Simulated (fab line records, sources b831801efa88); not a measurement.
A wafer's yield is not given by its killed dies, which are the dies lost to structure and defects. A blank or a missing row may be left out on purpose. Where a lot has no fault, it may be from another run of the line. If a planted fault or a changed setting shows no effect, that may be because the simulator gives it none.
The tool behind it: which one? / flow sky130 / 12 lots, 36 wafers sampled, at 3 steps of a route of 708

== WHAT THE GAUGES SHOWED, per wafer ==
SKY_VT_ADJUST_LVTN_OVL_MEAS_18. Usual: for VT_ADJUST_LVTN_01_OVL the level is -0.8 nm and the standard deviation is 1.5.
lot=L478; measured=day 7 23:02; on=overlay-02; VT_ADJUST_LVTN_01_OVL (nm)=-1.0 -0.4 1.2; flag=
lot=L479; measured=day 7 23:56; on=overlay-02; VT_ADJUST_LVTN_01_OVL (nm)=1.5 -0.9 0.6; flag=
lot=L480; measured=day 8 06:41; on=overlay-02; VT_ADJUST_LVTN_01_OVL (nm)=-0.5 0.5 -0.8; flag=
lot=L481; measured=day 8 14:22; on=overlay-02; VT_ADJUST_LVTN_01_OVL (nm)=0.2 2.0 -0.7; flag=
lot=L488; measured=day 10 11:53; on=overlay-01; VT_ADJUST_LVTN_01_OVL (nm)=-2.2 -0.4 -0.9; flag=
lot=L490; measured=day 11 04:47; on=overlay-02; VT_ADJUST_LVTN_01_OVL (nm)=1.6 0.8 0.7; flag=
lot=L491; measured=day 11 11:41; on=overlay-01; VT_ADJUST_LVTN_01_OVL (nm)=-1.7 -1.3 -1.2; flag=
lot=L494; measured=day 12 11:16; on=overlay-01; VT_ADJUST_LVTN_01_OVL (nm)=-2.5 -0.7 -2.5; flag=
lot=L495; measured=day 12 15:29; on=overlay-01; VT_ADJUST_LVTN_01_OVL (nm)=-2.2 -1.4 -0.1; flag=
lot=L496; measured=day 12 21:34; on=overlay-02; VT_ADJUST_LVTN_01_OVL (nm)=-3.2 -1.3 -1.8; flag=
lot=L499; measured=day 13 23:34; on=overlay-02; VT_ADJUST_LVTN_01_OVL (nm)=-1.3 -0.8 0.6; flag=
lot=L501; measured=day 14 06:32; on=overlay-02; VT_ADJUST_LVTN_01_OVL (nm)=-3.0 -3.6 -4.4; flag=

SKY_SPACER_THK_MEAS_01. Usual: for SPACER_CVD_00_THK the level is 43.2 nm and the standard deviation is 0.31.
lot=L478; measured=day 23 01:34; on=film-metro-03; SPACER_CVD_00_THK (nm)=43.1 43.1 43.1; flag=
lot=L479; measured=day 23 06:34; on=film-metro-02; SPACER_CVD_00_THK (nm)=42.4 43.0 42.9; flag=
lot=L480; measured=day 23 13:25; on=film-metro-04; SPACER_CVD_00_THK (nm)=42.6 43.2 42.9; flag=
lot=L481; measured=day 24 09:47; on=film-metro-03; SPACER_CVD_00_THK (nm)=43.5 43.7 43.7; flag=
lot=L488; measured=day 27 04:04; on=film-metro-04; SPACER_CVD_00_THK (nm)=44.9 44.7 44.6 45.0 44.7 44.6; flag=OFF
lot=L490; measured=day 27 15:43; on=film-metro-04; SPACER_CVD_00_THK (nm)=44.2 44.7 44.4 44.3 44.8 44.5; flag=OFF
lot=L491; measured=day 27 22:03; on=film-metro-04; SPACER_CVD_00_THK (nm)=44.3 44.0 44.7 44.2 44.0 44.7; flag=OFF
lot=L494; measured=day 28 22:46; on=film-metro-03; SPACER_CVD_00_THK (nm)=43.3 43.5 43.2; flag=
lot=L495; measured=day 29 13:04; on=film-metro-03; SPACER_CVD_00_THK (nm)=43.1 43.4 43.3; flag=
lot=L496; measured=day 29 16:25; on=film-metro-03; SPACER_CVD_00_THK (nm)=42.9 43.0 42.8; flag=
lot=L499; measured=day 30 14:47; on=film-metro-02; SPACER_CVD_00_THK (nm)=42.9 43.3 43.2; flag=
lot=L501; measured=day 30 17:18; on=film-metro-03; SPACER_CVD_00_THK (nm)=43.6 43.5 43.2; flag=

SKY_POLY_CUT_OVL_MEAS_09. Usual: for POLY_CUT_OVL the level is -1 nm and the standard deviation is 5.7.
lot=L478; measured=day 24 08:00; on=overlay-02; POLY_CUT_OVL (nm)=-9 1 -2; flag=
lot=L479; measured=day 24 13:15; on=overlay-01; POLY_CUT_OVL (nm)=3 1 -7; flag=
lot=L480; measured=day 24 19:31; on=overlay-02; POLY_CUT_OVL (nm)=0 -2 3; flag=
lot=L481; measured=day 25 15:08; on=overlay-01; POLY_CUT_OVL (nm)=7 12 13; flag=
lot=L488; measured=day 28 09:01; on=overlay-01; POLY_CUT_OVL (nm)=-2 1 3; flag=
lot=L490; measured=day 28 20:49; on=overlay-02; POLY_CUT_OVL (nm)=-1 -8 0; flag=
lot=L491; measured=day 29 02:08; on=overlay-02; POLY_CUT_OVL (nm)=-7 -11 -12; flag=
lot=L494; measured=day 30 10:22; on=overlay-01; POLY_CUT_OVL (nm)=5 7 -2; flag=
lot=L495; measured=day 30 11:28; on=overlay-02; POLY_CUT_OVL (nm)=5 -3 2; flag=
lot=L496; measured=day 30 12:56; on=overlay-01; POLY_CUT_OVL (nm)=-5 -1 1; flag=
lot=L499; measured=day 31 16:22; on=overlay-02; POLY_CUT_OVL (nm)=2 8 5; flag=
lot=L501; measured=day 31 21:14; on=overlay-01; POLY_CUT_OVL (nm)=-1 -11 -5; flag=

== TOOL THAT RAN EACH LOT (tool first, then ch and the chambers of the sampled wafers, then the start) ==
There is no process step in the record ahead of these readings.

== WHAT THE TOOLS THEMSELVES READ (means of the sampled wafers that have a number; where no wafer has one, the mark that the record gives instead) ==
The record holds no such reading with a usual standard deviation.

== THE ANSWER, worked out from the rows above alone ==
Rule: a lot is off if the mean of its wafers that have a number lies more than 3 standard deviations from the usual mean. A lot without any number at a reading at which 4 lots or more have one is off too. Any other lot the step has rows for is counted as sound. After the gauges, taken in route order, come the tools' own readings; for these a lot's mean is taken, as printed above. The first step at which some lot is off is used, and at that step the reading that is off furthest; a lot without a number counts as furthest.
Off: at SKY_SPACER_THK_MEAS_01 (SPACER_CVD_00_THK), L488, L490, L491.
A tool fits if, at a process step before that reading, it ran every lot that is off, and no sound lot after the first of them. Gauges at SKY_SPACER_THK_MEAS_01: tried the same way as those tools. One fits: SKY_SPACER_THK_MEAS_01 on film-metro-04. Its last sound lot is L480 (day 23 13:25), its first lot that is off L488 (day 27 04:04): a fault that began between those two fits.

== WHAT THE SIMULATOR HAD PUT IN ==
Metrology matching offset: film-metro-04, from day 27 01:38 on, at SKY_SPACER_THK_MEAS_01. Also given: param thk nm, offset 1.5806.
Shown lots that were struck: L488, L490, L491. The rule given above showed the same thing.
